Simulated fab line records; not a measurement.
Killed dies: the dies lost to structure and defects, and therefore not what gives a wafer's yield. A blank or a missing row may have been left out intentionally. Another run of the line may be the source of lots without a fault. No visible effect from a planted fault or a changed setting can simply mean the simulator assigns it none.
Comparing a struck lot with a sound one :: flow sky130 :: 32 out of 708 route steps
Sound: the wafers L669.1, L669.2, L669.5. Struck: wafer L684.2. (L684.3 of the same lot was not struck and is left out.) The cause comes at the end.
Per side, at each step with rows, come the tool, then ch with its chambers, and then its first start. Under that, the readings that differ: sound wafers :: struck wafers :: difference of the means :: sigmas: that difference in standard deviations of wafers without a fault.
alike: readings whose means differ by less than 2 such deviations, and words and numbers that are the same on both sides. not compared: withheld readings, readings that some wafer has no value for, bounds like >300 that may hide the same value, and numbers for which the record gives no deviation and whose values overlap.
A row with sigmas, a row that says differs or no value, or rows on one side alone: a step with any of these is where the two part. Numbers that don't overlap but have no deviation are shown without sigmas and don't part them. Lack of a reading on every wafer of one side parts them only where that side has two or more wafers.

SKY_VIA1_ETCH_15: etches SiO2 in C4F8/O2/Ar, stops on TiN, target depth 351 nm, time 54 s.
  sound on rie-diel-04 ch 0,1,2, day 34 13:53; struck on rie-diel-02 ch 3, day 39 08:53
  alike: bias-w, oes-product-au
  not compared: rf-hours-counter-h
then, 4 steps without rows for these wafers: SKY_VIA1_STRIP_16 (strips in O2/N2); SKY_VIA1_STRIP_17 (strips in post etch residue remover, time 1200 s); SKY_VIA1_CLEAN_18 (cleans in IPA, time 180 s); SKY_VIA1_CLEAN_19 (cleans in O3/DIW).
SKY_VIA1_SPUTTER_20: material TiN, target thk 20 nm, time 80 s.
  sound on pvd-sputter-02 at day 34 14:32; struck on pvd-sputter-04 at day 39 09:31
reading: throttle-valve-pct (%)
sound: 31.2 31.1 31.6
struck: 28.9
difference: -2.4
sigmas: -2
SKY_VIA1_CVD_21: deposits W, target thk 270 nm, time 80.902 s.
  sound on cvd-w-01 ch 0,1, day 34 14:35; struck on cvd-w-02 ch 1, day 39 09:35
  alike: heater-power-w
SKY_VIA1_RS_MEAS_22: a four-point-probe measurement.
  sound on film-metro-02 at day 34 14:41; struck on film-metro-02 at day 39 09:42
  alike: VIA1_W_RS
SKY_VIA1_THK_MEAS_23: measures by xrf.
  sound on film-metro-02 at day 34 14:48; struck on film-metro-02 at day 39 09:49
  alike: VIA1_W_THK
SKY_VIA1_CMP_24: polishes, stops on SiO2, t overpolish 15 s, target thk 0 nm.
  sound on cmp-02 ch 1,2, day 34 14:55; struck on cmp-01 ch 3, day 39 09:52
reading: time-to-endpoint-s (s)
sound: 71 69 70
struck: 61
difference: -9
sigmas: -2
  alike: motor-current-A, overpolish-run-s
then, 1 step without rows for these wafers: SKY_METAL2_SPUTTER_00 (material Ti, target thk 15 nm, time 10 s).
SKY_METAL2_SPUTTER_01: material TiN, target thk 20 nm, time 16.7 s.
  sound on pvd-sputter-01 at day 34 15:11; struck on pvd-sputter-01 at day 39 10:11
  alike: throttle-valve-pct
SKY_METAL2_SPUTTER_02: material AlCu, target thk 250 nm, time 13.3 s.
  sound on pvd-sputter-01 at day 34 15:13; struck on pvd-sputter-01 at day 39 10:13
reading: model.AlCu_of_METAL2_SPUTTER_02.thk-nm (nm)
sound: 252.3 254 253.3
struck: 239.1
difference: -14.1
sigmas: 
  alike: throttle-valve-pct
then, 2 steps without rows for these wafers: SKY_METAL2_SPUTTER_03 (material Ti, target thk 5 nm, time 3.3 s); SKY_METAL2_SPUTTER_04 (material TiN, target thk 70 nm, time 58.3 s).
SKY_METAL2_RS_MEAS_05: a four-point-probe measurement.
  sound on film-metro-03 at day 34 15:18; struck on film-metro-01 at day 39 10:19
reading: METAL2_ALCU_RS (ohm/sq)
sound: 0.1255 0.1245 0.1249
struck: 0.1333
difference: +0.0083
sigmas: +6
SKY_METAL2_THK_MEAS_06: measures by xrf.
  sound on film-metro-03 at day 34 15:25; struck on film-metro-01 at day 39 10:26
reading: METAL2_ALCU_THK (nm)
sound: 250.8 249.3 249.0
struck: 236.1
difference: -13.6
sigmas: -5
then, 8 steps without rows for these wafers: SKY_METAL2_DEHYDRATE_07 (time 60 s); SKY_METAL2_HMDS_08 (prime time 60 s); SKY_METAL2_COAT_09 (resist thk 60 nm); SKY_METAL2_COAT_10 (resist thk 450 nm); SKY_METAL2_SOFTBAKE_11 (time 90 s); SKY_METAL2_EXPOSE_12 (exposes mask MM2, target cd 140 nm); SKY_METAL2_PEB_13; SKY_METAL2_DEVELOP_14 (develop time 60 s).
SKY_METAL2_CD_MEAS_15: the cd target is 140 nm.
  sound on cd-sem-02 at day 35 17:52; struck on cd-sem-02 at day 40 10:59
  alike: cd-nm
SKY_METAL2_OVL_MEAS_16:
  sound on overlay-01 at day 35 17:59; struck on overlay-02 at day 40 11:05
  alike: METAL2_OVL
then, 2 steps without rows for these wafers: SKY_METAL2_DESCUM_17 (chemistry O2, time 8 s); SKY_METAL2_ETCH_18 (etches BARC in N2/H2, stops on SiO2, time 45.9 s, target depth 60 nm).
SKY_METAL2_METAL_ETCH_19: etches the open film in Cl2/BCl3, stops on SiO2, target depth 360 nm, time 78 s.
  sound on rie-metal-04 ch 0,1, day 35 18:07; struck on rie-metal-03 ch 0, day 40 11:13
reading: drypump-motor-current-A (A)
sound: 4.97 5.61 4.96
struck: 5.82
difference: +0.64
sigmas: +2

reading: model.METAL2.feature-depth-nm (nm)
sound: 361.3 364.5 363.7
struck: 368.8
difference: +5.6
sigmas: 

reading: model.etch.depth-nm (nm)
sound: 361.3 364.5 363.7
struck: 368.8
difference: +5.6
sigmas: 
  alike: bias-w, oes-product-au, throttle-valve-pct
  not compared: rf-hours-counter-h
then, 1 step without rows for these wafers: SKY_METAL2_STRIP_20 (strips in O2/N2).
-- the record jumps here: 9 days lie between the struck wafers' starts before and after (it left off in module METAL2 and takes up again in module PAD_OPEN, whose first step shown is number 708 of the route) --
SKY_PAD_OPEN_PROBE_99:
  sound on prober-01 at day 46 08:08; struck on prober-02 at day 49 20:52
reading: killed-at-contacts
sound: 26 22 28
struck: 15
difference: -10
sigmas: -2

reading: model.etest.met2.line-ohm-um
sound: 0.8723 0.9209 0.8829
struck: 0.9459
difference: +0.0539
sigmas: 

reading: model.etest.met2.rs-ohm-sq
sound: 0.1266 0.1263 0.1269
struck: 0.1331
difference: +0.0065
sigmas: 
  alike: defect-limited-yield, killed_at_M0_to_M3, killed_at_M4_up, killed-at-front-end, killed-at-other, killed-dies, killed-open, killed-short, sort_bin_3_pad_short, sort_bin_5_function, sort_bin_6_memory, sort-n-pass, sort-yield-pct

## WHERE THEY PART
Earliest at SKY_VIA1_SPUTTER_20; latest, in this record, at SKY_PAD_OPEN_PROBE_99.

WHY: what had been put in by the simulator
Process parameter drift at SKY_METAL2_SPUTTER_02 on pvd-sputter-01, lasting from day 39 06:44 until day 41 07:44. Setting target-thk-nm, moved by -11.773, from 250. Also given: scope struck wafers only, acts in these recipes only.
